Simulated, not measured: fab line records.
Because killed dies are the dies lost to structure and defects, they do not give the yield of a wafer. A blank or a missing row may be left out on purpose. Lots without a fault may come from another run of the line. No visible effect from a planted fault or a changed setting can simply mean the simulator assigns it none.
Split-lot study ; flow sfq line ; 23 wafers read across 5 lots, on a route 325 steps long

== THE SPLIT ITSELF ==
At SFQ_TRILAYER_M1_LITHO_PEB_042 (peb time 60 s), the setting peb temp c was moved away from the recipe's 115 C on 10 of the 23 wafers read, by -3.1% to +3.2%. The other wafers ran this setting at the recipe's value.

== FROM THE SPLIT TO THE READING: what the file shows between them, 1 step ==
- SFQ_TRILAYER_M1_BARC_OPEN_METAL_ETCH_054: etches BARC in O2, target depth 125 nm, time 41.7 s (also split here: icp w)

== THE READING ==
M1.cd nm (the simulator's own value, which no gauge read), in nm, at SFQ_TRILAYER_M1_ETCH_METAL_ETCH_042 (etches Nb in Cl2/Ar, stops on SiO2, target depth 240 nm, time 120 s). There is no usual value for it anywhere in the file. The 13 wafers here that ran the recipe average 501.6 nm, standard deviation 0.88 nm.

wafer;tool, chamber at the split;peb temp c as run, C;against the recipe;M1.cd nm, nm;against lot-mates on the recipe
L074.1;litho track-02, 0;115;recipe;503.3;-
L074.2;litho track-02, 0;115;recipe;502.6;-
L074.3;litho track-02, 0;118.7;+3.2%;444;-58.6
L074.4;litho track-02, 0;115;recipe;502;-
L074.5;litho track-02, 0;118.7;+3.2%;441.4;-61.2
L075.1;litho track-04, 0;115;recipe;501.7;-
L075.3;litho track-04, 0;111.4;-3.1%;577.1;+76.0
L075.4;litho track-04, 0;111.4;-3.1%;576.5;+75.4
L075.5;litho track-04, 0;115;recipe;501.2;-
L075.6;litho track-04, 0;115;recipe;500.5;-
L079.1;litho track-02, 0;115;recipe;500.9;-
L079.2;litho track-02, 0;115;recipe;502.2;-
L079.5;litho track-02, 0;115;recipe;501.7;-
L082.1;litho track-04, 0;112.4;-2.3%;550;+49.3
L082.2;litho track-04, 0;115;recipe;501.2;-
L082.4;litho track-04, 0;115;recipe;500.2;-
L082.5;litho track-04, 0;112.4;-2.3%;552.8;+52.1
L082.6;litho track-04, 0;112.4;-2.3%;551.5;+50.8
L085.1;litho track-04, 0;115;recipe;502.7;-
L085.2;litho track-04, 0;113.5;-1.3%;525.4;+23.6
L085.4;litho track-04, 0;113.5;-1.3%;530.4;+28.6
L085.5;litho track-04, 0;115;recipe;500.9;-
L085.6;litho track-04, 0;113.5;-1.3%;529.3;+27.5

THE FIT
A straight line over all 23 wafers: M1.cd nm changes by -21 nm for each +1% of peb temp c; r = -0.99; the points scatter about the line by 3.8 nm.
The same after taking each lot's own level away (the mean of its wafers on the recipe; 23 wafers): -21.2 nm for each +1%; r = -0.99; scatter 3.7 nm.
According to that fit, moving peb temp c by its largest amount changes the reading by 68 nm.
Across the lots, their own levels run from 500.70 to 502.63 nm, a range of 2.2 times the standard deviation given above.
The two slopes agree, so the slope changes little with the lot-to-lot level.
Check: for one of the wafers moved furthest among these (+3.2%), held out of the fit, the line's prediction against its lot-mates is -69.7 nm. It came out at -58.6 nm against them.

== OTHER SPLITS ON THESE WAFERS ==
These wafers also went through other splits before the reading. Each is held against what the fit with the lots' levels taken away leaves over:
other split on the same wafers;wafers away from the commonest value;r with M1.cd nm (lot level and that fit taken away)
SFQ_TRILAYER_L0_DEP_SPUTTER_003 power w;10;-0.05
SFQ_TRILAYER_L0_LITHO_COAT_005 spin rpm;6;-0.27
SFQ_TRILAYER_M0_LITHO_EXPOSE_022 dose mj;9;-0.26
SFQ_TRILAYER_I0_CMP_CMP_028 leave above ref nm;4;-0.29
SFQ_TRILAYER_I0_VIA_LITHO_PEB_034 peb temp c;2;-0.07
SFQ_TRILAYER_M1_BARC_OPEN_METAL_ETCH_054 icp w;9;+0.06

== THE WHOLE CHAIN: every reading that the file lists as answering this split, in the file's order ==
step;what it does;reading;change (the file's fit);r (the file's)
SFQ_TRILAYER_M1_BARC_OPEN_METAL_ETCH_054;etches BARC in O2, target depth 125 nm, time 41.7 s;M1.cd nm (the simulator's own value, which no gauge read);-21.4 nm for each +1% of the setting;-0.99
SFQ_TRILAYER_M1_ETCH_METAL_ETCH_042;etches Nb in Cl2/Ar, stops on SiO2, target depth 240 nm, time 120 s;M1.cd nm (the simulator's own value, which no gauge read);-21.5 nm for each +1% of the setting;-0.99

== FILE'S OWN FIT ==
M1.cd nm changes by -21.5 nm for each +1% of peb temp c, r = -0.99.
